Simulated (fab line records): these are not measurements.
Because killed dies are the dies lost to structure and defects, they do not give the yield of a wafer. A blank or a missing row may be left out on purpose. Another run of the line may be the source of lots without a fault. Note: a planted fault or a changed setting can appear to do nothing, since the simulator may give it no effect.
Which of the tools did it? + flow gf180mcu + 6 lots with 18 wafers sampled at 4 steps, on a route of 602 steps

== WHAT THE GAUGES SHOWED, per wafer ==
GF_M3_CD_MEAS_14: the cd target is 280 nm.
| lot  | measured     | on        | cd_nm (nm)        |
|------|--------------|-----------|-------------------|
| L373 | day 21 16:53 | cd_sem-02 | 279.4 281.1 279.1 |
| L375 | day 22 15:59 | cd_sem-01 | 279.6 278.9 278.1 |
| L379 | day 23 23:05 | cd_sem-02 | 279.2 279.5 278.5 |
| L385 | day 26 08:10 | cd_sem-02 | 279.4 280.3 280.5 |
| L387 | day 27 08:10 | cd_sem-01 | 279.2 280.0 279.5 |
| L394 | day 29 00:26 | cd_sem-01 | 278.8 278.7 278.5 |

== TOOL THAT RAN EACH LOT (tool first, then ch and the chambers of the sampled wafers, then the start) ==
| lot  | GF_MVSD_COAT_02                  | GF_MVSD_STRIP_10                     | GF_M3_SPUTTER_02             |
|------|----------------------------------|--------------------------------------|------------------------------|
| L373 | litho_track-03 ch 0, day 4 12:54 | plasma_asher-02 ch 0,1, day 4 20:11  | pvd_sputter-04, day 20 16:58 |
| L375 | litho_track-01 ch 0, day 5 03:34 | plasma_asher-04 ch 0,1, day 5 11:14  | pvd_sputter-02, day 21 16:25 |
| L379 | litho_track-01 ch 0, day 5 22:49 | plasma_asher-04 ch 0,1, day 6 06:16  | pvd_sputter-02, day 23 02:16 |
| L385 | litho_track-02 ch 0, day 7 12:19 | plasma_asher-01 ch 0, day 7 20:58    | pvd_sputter-01, day 25 10:49 |
| L387 | litho_track-03 ch 0, day 8 01:16 | plasma_asher-04 ch 0,1, day 8 09:53  | pvd_sputter-04, day 26 11:19 |
| L394 | litho_track-01 ch 0, day 9 19:55 | plasma_asher-01 ch 0,1, day 10 05:40 | pvd_sputter-04, day 28 05:11 |
- GF_MVSD_COAT_02: resist thk 3000 nm.
- GF_MVSD_STRIP_10: strips in O2/N2.
- GF_M3_SPUTTER_02: material AlCu, target thk 450 nm, time 23.9 s.

== THE ANSWER, worked out from the rows above alone ==
Rule: usual is defined by the lots themselves. The widest of any qualifying gaps counts: lots, ordered by their means at a reading, are off when they make up no more than a third of the lots, leave a main group of 4 or more, and stand apart from it by 3 or more times the standard deviation of that group's means. A main group whose means are all the same, to the digits that the tables above print for the reading, isn't used. A lot without any number at a reading at which 4 lots or more have one is off too. All remaining lots with rows at the step are treated as sound.
No lot is off at any reading shown: from this, nothing can be told.

== WHAT WAS PUT IN BY THE SIMULATOR ==
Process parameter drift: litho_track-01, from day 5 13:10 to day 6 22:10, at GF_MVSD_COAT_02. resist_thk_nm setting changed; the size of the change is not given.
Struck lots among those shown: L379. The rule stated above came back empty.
